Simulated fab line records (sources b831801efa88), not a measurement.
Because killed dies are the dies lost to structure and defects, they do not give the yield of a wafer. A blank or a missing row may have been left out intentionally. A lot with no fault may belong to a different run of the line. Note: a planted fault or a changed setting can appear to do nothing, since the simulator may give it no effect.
What tool caused it?	flow gf180mcu	18 wafers sampled from 6 lots at 1 step of a route of 602

## WHAT EACH GAUGE READ, for each wafer
GF_STI_THK_MEAS_24.
lot	measured	on	STI_CVD_23_THK (nm)
L101	day 2 08:10	film-metro-03	650 653 651
L105	day 3 05:22	film-metro-04	651 652 646
L110	day 4 07:43	film-metro-04	642 646 637
L112	day 4 21:29	film-metro-03	637 647 639
L115	day 5 13:13	film-metro-02	640 650 641
L118	day 6 01:01	film-metro-04	645 649 646

## EACH LOT AND THE TOOL THAT RAN IT (in order: tool; ch and the chambers of the sampled wafers; start)
Record: no process step prior to these readings.

## THE ANSWER, worked out from the rows above alone
Rule: usual is defined by the lots themselves. The widest of any qualifying gaps counts: lots, ordered by their means at a reading, are off when they make up no more than a third of the lots, leave a main group of 4 or more, and stand apart from it by 3 or more times the standard deviation of that group's means. A main group whose means are all the same, to the digits that the tables above print for the reading, isn't used. Also off: a lot with no number at a reading for which 4 or more lots have one. The other lots that the step has rows for count as sound.
No lot is off at any reading shown: from this, nothing can be told.

## WHAT THE SIMULATOR HAD INSERTED
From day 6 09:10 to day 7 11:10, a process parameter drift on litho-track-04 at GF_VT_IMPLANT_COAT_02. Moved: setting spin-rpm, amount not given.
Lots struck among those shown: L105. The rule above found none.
